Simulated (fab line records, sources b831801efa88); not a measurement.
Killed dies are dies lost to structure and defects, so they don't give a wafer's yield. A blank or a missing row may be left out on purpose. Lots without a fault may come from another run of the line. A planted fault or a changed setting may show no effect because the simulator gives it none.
Problem report in the 8D (eight disciplines) form, filled by code | flow sky130 | the parts of the form that need people (team, actions taken, sign-off) are left out

1. THE PROBLEM
oes_product_au at SKY_METAL3_METAL_ETCH_18 reads a mean of 1.007 a.u. on 1 wafer of 1 lot; wafers without a fault read 0.866 a.u. with a standard deviation of 0.0061. That is +23 standard deviations from the usual mean.
The step: etches the open film in Cl2/BCl3, stops on SiO2, target depth 845 nm, time 183.1 s.
First seen on wafer L792.2, day 40 06:13, on rie_metal-02. The record holds 39 wafers of 13 lots with a number at this step. Rule for "out", or "out of limits": more than 4 standard deviations from the usual mean. The other wafers with a number count as sound.

2. WHAT IT IS AND WHAT IT IS NOT
question                    | is                | is not
which readings at this step | oes_product_au    | drypump_motor_current_A, throttle_valve_pct
which lots                  | L792              | L789, L790, L798, L800, L803, L805, L806, L807, L808, L809, L810, L811
which wafers of those lots  | L792.2            | L792.3, L792.4
read on which tools         | rie_metal-02      | rie_metal-01, rie_metal-04
when                        | from day 40 06:13 | up to then (8 sound wafers); but 30 sound wafers of L798, L800, L803, L805, L806, L807, L808, L809, L810, L811 came after

3. SUSPECTS, AND WHAT RULES EACH OUT
Counting: a tool at a process step up to the reading stays a suspect if it ran every lot that is out. Sound lots after the first of them don't rule it out here, since some wafers of a struck lot are sound.
- pvd_sputter-02 at SKY_METAL3_SPUTTER_00 (material Ti, target thk 15 nm, time 10 s): kept. It ran the lot that is out, L792 (day 38 03:32); its last sound lot up to then is L789 (day 37 12:59).
- pvd_sputter-02 at SKY_METAL3_SPUTTER_02 (material AlCu, target thk 735 nm, time 39.1 s): kept. It ran the lot that is out, L792 (day 38 03:35); its last sound lot up to then is L789 (day 37 13:02).
- rie_metal-02 at SKY_METAL3_METAL_ETCH_18 (etches the open film in Cl2/BCl3, stops on SiO2, target depth 845 nm, time 183.1 s): kept. It ran the lot that is out, L792 (day 40 06:13). Its own readings are out on those wafers: oes_product_au.
Left after counting: pvd_sputter-02 at SKY_METAL3_SPUTTER_00, pvd_sputter-02 at SKY_METAL3_SPUTTER_02, rie_metal-02 at SKY_METAL3_METAL_ETCH_18.

4. THE CAUSE (what the simulator had put in)
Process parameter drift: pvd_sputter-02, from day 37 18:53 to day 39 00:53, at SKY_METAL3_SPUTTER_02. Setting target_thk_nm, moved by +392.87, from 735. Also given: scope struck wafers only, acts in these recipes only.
Counting left 3 suspects, and this tool is among them.

5. THE CHAIN OF EFFECTS, in route order
Each row: a reading whose mean over the struck wafers that have a number lies more than 3 standard deviations from the usual. Only readings for which the record gives a usual standard deviation are gone through. hours: the time from each lot's start at the first step in this table that gives one to its start at this step, as a median over the lots. sigmas: the change in usual standard deviations.
hours | step                     | reading        | usual      | on struck wafers | change | sigmas
0     | SKY_METAL3_METAL_ETCH_18 | oes_product_au | 0.866 a.u. | 1.007            | +0.141 | +23
The process steps in it:
- SKY_METAL3_METAL_ETCH_18: etches the open film in Cl2/BCl3, stops on SiO2, target depth 845 nm, time 183.1 s.

6. WHAT WOULD HAVE CAUGHT IT SOONER
In this record the first reading out of limits was taken at day 40 06:13, 59 hours after the fault began at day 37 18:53.
Of the tool readings at SKY_METAL3_SPUTTER_02 for which the record gives a usual standard deviation, none was out on any struck wafer, so an alarm limit of 4 standard deviations on them would not have fired.
All the lots that are out (1) had begun SKY_METAL3_SPUTTER_02 on pvd_sputter-02 by day 40 06:13. A hold on the tool at that time would have spared none of them.
